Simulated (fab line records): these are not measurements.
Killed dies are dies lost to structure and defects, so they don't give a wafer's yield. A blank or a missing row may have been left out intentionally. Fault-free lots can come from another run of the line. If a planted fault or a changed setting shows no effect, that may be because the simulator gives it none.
Matching of chambers | flow sky130 | SKY_PASSIVATION_CVD_00 on pecvd-04: 3 sister chambers
The step deposits SiO2, target thk 90 nm. 3 wafers are shown with their chamber, then 7 later ones without.

== WAFERS, EACH WITH ITS CHAMBER ==
wafer  | chamber | heater_power_w (W)
L256.5 | 1       | 791
L258.2 | 2       | 572
L258.4 | 0       | 574

== WAFERS WITHOUT THEIR CHAMBER ==
wafer  | heater_power_w (W)
L258.6 | 722
L261.1 | 568
L261.4 | 627
L261.5 | 566
L264.1 | 593
L264.4 | 811
L264.5 | 591

== WHICH CHAMBER EACH WENT THROUGH ==
wafer  | from the rows above     | in truth
L258.6 | 1                       | 1
L261.1 | can't be placed: 2 or 0 | 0
L261.4 | can't be placed: 0 or 2 | 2
L261.5 | can't be placed: 2 or 0 | 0
L264.1 | can't be placed: 0 or 2 | 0
L264.4 | 1                       | 1
L264.5 | can't be placed: 0 or 2 | 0
Correctly placed: 2 of 7. From these rows, 5 cannot be placed; in 5 the true chamber is one of the candidates. 0 placed wrongly.
How it was worked out, from the rows above alone: a wafer's distance from a chamber is the root of the sum, over the readings, of the square of ((its reading less the chamber's mean) divided by the reading's scatter). If the next closest chamber is less than 2 further off than the closest, the wafer can't be placed; otherwise it belongs to the closest. Each chamber's mean is taken over the wafers shown for it. The scatter: root of mean squared gap, hidden wafer to nearest shown wafer, with one shown wafer a chamber.
